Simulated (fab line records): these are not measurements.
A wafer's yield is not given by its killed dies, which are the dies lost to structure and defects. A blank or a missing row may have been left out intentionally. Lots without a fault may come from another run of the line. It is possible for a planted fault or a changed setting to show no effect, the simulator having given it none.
Which tool is to blame? | flow gf180mcu | 14 lots with 42 wafers sampled at 2 steps, on a route of 602 steps

WHAT THE GAUGES SHOWED, per wafer
GF_M3_OVL_MEAS_15. Usual: M3_OVL gives -1 nm (standard deviation 6.6).
lot  | measured     | on         | M3_OVL (nm) | flag
L694 | day 21 09:01 | overlay-01 | 10 -4 7     |
L695 | day 21 20:59 | overlay-02 | -7 -4 -7    |
L697 | day 22 11:56 | overlay-01 | 9 9 14      |
L698 | day 22 22:34 | overlay-01 | -9 -12 -10  |
L699 | day 23 13:47 | overlay-02 | -2 -1 -6    |
L701 | day 24 09:03 | overlay-02 | 5 3 5       |
L703 | day 25 00:44 | overlay-01 | 0 9 8       |
L704 | day 25 09:24 | overlay-01 | -12 -14 -7  |
L709 | day 27 06:33 | overlay-02 | 3 2 -3      |
L712 | day 27 23:56 | overlay-01 | -3 -2 -6    |
L713 | day 28 00:16 | overlay-01 | 4 1 1       |
L714 | day 28 09:41 | overlay-02 | -2 -10 -5   |
L716 | day 28 16:52 | overlay-01 | -4 -6 -7    |
L715 | day 28 22:01 | overlay-01 | -8 -8 -6    |

WHICH TOOL RAN EACH LOT (tool, then ch and the chambers of the sampled wafers, then the start)
lot  | GF_HV_LDD_IMPLANT_48
L694 | implanter-04 ch 0, day 12 11:22
L695 | implanter-04 ch 0, day 12 21:06
L697 | implanter-04 ch 0, day 13 11:46
L698 | implanter-02 ch 0, day 13 19:53
L699 | implanter-02 ch 0, day 14 11:19
L701 | implanter-02 ch 0, day 15 03:56
L703 | implanter-02 ch 0, day 15 19:08
L704 | implanter-02 ch 0, day 16 05:25
L709 | implanter-04 ch 0, day 18 06:26
L712 | implanter-04 ch 0, day 19 01:36
L713 | implanter-03 ch 0, day 19 02:36
L714 | implanter-03 ch 0, day 19 13:16
L716 | implanter-03 ch 0, day 19 23:37
L715 | implanter-02 ch 0, day 20 02:50
- GF_HV_LDD_IMPLANT_48

WHAT THE TOOLS THEMSELVES READ (means of the sampled wafers that have a number; where no wafer has one, the mark that the record gives instead)
GF_HV_LDD_IMPLANT_48. Usual: beam-energy-keV 25.000, standard deviation 0.0082; dose-ions-cm2 3e+13, standard deviation 3.3e+10.
lot  | tool         | beam-energy-keV | dose-ions-cm2 | flag
L694 | implanter-04 | 25.006          | 3e+13         |
L695 | implanter-04 | 25.000          | 3e+13         |
L697 | implanter-04 | 24.997          | 3e+13         |
L698 | implanter-02 | 24.992          | 3e+13         |
L699 | implanter-02 | 25.010          | 3e+13         |
L701 | implanter-02 | 24.998          | 3e+13         |
L703 | implanter-02 | 24.989          | 3e+13         |
L704 | implanter-02 | 25.004          | 3e+13         |
L709 | implanter-04 | 24.991          | 3e+13         |
L712 | implanter-04 | 25.004          | 3e+13         |
L713 | implanter-03 | 25.002          | 3e+13         |
L714 | implanter-03 | 25.011          | 3e+13         |
L716 | implanter-03 | 25.005          | 3e+13         |
L715 | implanter-02 | 25.001          | 3e+13         |

THE ANSWER, worked out from the rows above alone
Rule: a lot is off if the mean of its wafers that have a number lies more than 3 standard deviations from the usual mean. Also off: a lot with no number at a reading for which 4 or more lots have one. All remaining lots with rows at the step are treated as sound. After the gauges, taken in route order, come the tools' own readings; for these a lot's mean is taken, as printed above. The first step at which some lot is off is used, and at that step the reading that is off furthest; a lot without a number counts as furthest.
None of the lots is off at any reading shown; this tells nothing.

WHAT HAD BEEN PUT IN BY THE SIMULATOR
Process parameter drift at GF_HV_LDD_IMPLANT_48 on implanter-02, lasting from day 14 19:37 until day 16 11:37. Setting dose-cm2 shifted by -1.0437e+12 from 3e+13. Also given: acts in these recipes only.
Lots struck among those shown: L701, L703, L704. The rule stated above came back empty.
